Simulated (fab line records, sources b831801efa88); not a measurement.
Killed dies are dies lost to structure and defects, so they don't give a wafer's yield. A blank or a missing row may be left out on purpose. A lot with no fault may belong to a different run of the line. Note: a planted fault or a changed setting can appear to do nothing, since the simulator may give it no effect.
Chamber matching / flow sky130 / SKY_FIELD_ISO_ETCH_17 on rie-si-01: 4 sister chambers
The step etches Si in HBr/Cl2/O2, target depth 342 nm, time 97.7 s. 18 wafers are shown with their chamber, then 9 later ones without.

## EACH WAFER AND ITS CHAMBER
wafer=L438.1; chamber=0; drypump-motor-current-A (A)=5.2; run-length-s (s)=125.4; oes-product-au (a.u.)=1.000
wafer=L438.2; chamber=1; drypump-motor-current-A (A)=5.7; run-length-s (s)=125.3; oes-product-au (a.u.)=1.004
wafer=L438.4; chamber=2; drypump-motor-current-A (A)=6.2; run-length-s (s)=125.5; oes-product-au (a.u.)=1.010
wafer=L439.1; chamber=0; drypump-motor-current-A (A)=5.2; run-length-s (s)=125.6; oes-product-au (a.u.)=1.004
wafer=L439.3; chamber=3; drypump-motor-current-A (A)=5.0; run-length-s (s)=125.2; oes-product-au (a.u.)=1.016
wafer=L439.6; chamber=2; drypump-motor-current-A (A)=6.2; run-length-s (s)=125.7; oes-product-au (a.u.)=1.019
wafer=L443.1; chamber=0; drypump-motor-current-A (A)=5.2; run-length-s (s)=125.5; oes-product-au (a.u.)=1.005
wafer=L443.3; chamber=3; drypump-motor-current-A (A)=4.9; run-length-s (s)=124.8; oes-product-au (a.u.)=1.020
wafer=L443.4; chamber=1; drypump-motor-current-A (A)=5.7; run-length-s (s)=125.7; oes-product-au (a.u.)=1.003
wafer=L450.1; chamber=0; drypump-motor-current-A (A)=5.2; run-length-s (s)=125.8; oes-product-au (a.u.)=1.012
wafer=L450.2; chamber=3; drypump-motor-current-A (A)=4.9; run-length-s (s)=124.9; oes-product-au (a.u.)=1.027
wafer=L450.3; chamber=1; drypump-motor-current-A (A)=5.7; run-length-s (s)=124.9; oes-product-au (a.u.)=1.021
wafer=L451.3; chamber=1; drypump-motor-current-A (A)=5.7; run-length-s (s)=125.2; oes-product-au (a.u.)=1.014
wafer=L451.4; chamber=3; drypump-motor-current-A (A)=4.9; run-length-s (s)=125.3; oes-product-au (a.u.)=1.017
wafer=L451.5; chamber=1; drypump-motor-current-A (A)=5.7; run-length-s (s)=125.1; oes-product-au (a.u.)=1.025
wafer=L454.3; chamber=2; drypump-motor-current-A (A)=6.1; run-length-s (s)=125.6; oes-product-au (a.u.)=1.014
wafer=L454.5; chamber=0; drypump-motor-current-A (A)=5.2; run-length-s (s)=125.6; oes-product-au (a.u.)=0.998
wafer=L454.6; chamber=3; drypump-motor-current-A (A)=4.9; run-length-s (s)=125.1; oes-product-au (a.u.)=1.018

SIGNATURES (means of the wafers above)
reading=drypump-motor-current-A; chamber 0=5.200; chamber 1=5.700; chamber 2=6.167; chamber 3=4.920; scatter within a chamber=0.0324
reading=run-length-s; chamber 0=125.580; chamber 1=125.240; chamber 2=125.600; chamber 3=125.060; scatter within a chamber=0.212
reading=oes-product-au; chamber 0=1.00380; chamber 1=1.01340; chamber 2=1.01433; chamber 3=1.01960; scatter within a chamber=0.00668
Rule: for each reading, subtract the chamber's mean from the wafer's reading, divide by that reading's scatter and square the result; add these up over the readings and take the root, which gives the wafer's distance from the chamber. If the next closest chamber is less than 2 further off than the closest, the wafer can't be placed; otherwise it belongs to the closest. The scatter: the root of (the sum of the squares of (reading less its chamber's mean) over the shown wafers, divided by (wafers less chambers)).

## WAFERS MISSING THEIR CHAMBER
wafer=L457.1; drypump-motor-current-A (A)=5.0; run-length-s (s)=124.9; oes-product-au (a.u.)=1.015
wafer=L457.4; drypump-motor-current-A (A)=6.1; run-length-s (s)=125.4; oes-product-au (a.u.)=1.010
wafer=L457.6; drypump-motor-current-A (A)=6.1; run-length-s (s)=125.5; oes-product-au (a.u.)=1.013
wafer=L458.2; drypump-motor-current-A (A)=6.1; run-length-s (s)=125.3; oes-product-au (a.u.)=1.019
wafer=L458.3; drypump-motor-current-A (A)=5.7; run-length-s (s)=125.0; oes-product-au (a.u.)=1.018
wafer=L458.6; drypump-motor-current-A (A)=6.1; run-length-s (s)=125.9; oes-product-au (a.u.)=1.015
wafer=L460.1; drypump-motor-current-A (A)=6.1; run-length-s (s)=125.5; oes-product-au (a.u.)=1.015
wafer=L460.4; drypump-motor-current-A (A)=5.0; run-length-s (s)=124.8; oes-product-au (a.u.)=1.023
wafer=L460.6; drypump-motor-current-A (A)=5.7; run-length-s (s)=125.3; oes-product-au (a.u.)=1.015

## CHAMBER TAKEN BY EACH
wafer=L457.1; from the rows above=3; in truth=3
wafer=L457.4; from the rows above=2; in truth=2
wafer=L457.6; from the rows above=2; in truth=2
wafer=L458.2; from the rows above=2; in truth=2
wafer=L458.3; from the rows above=1; in truth=1
wafer=L458.6; from the rows above=2; in truth=2
wafer=L460.1; from the rows above=2; in truth=2
wafer=L460.4; from the rows above=3; in truth=3
wafer=L460.6; from the rows above=1; in truth=1
Correct placement for 9 of the 9. From these rows, 0 cannot be placed. Placed wrongly: 0.
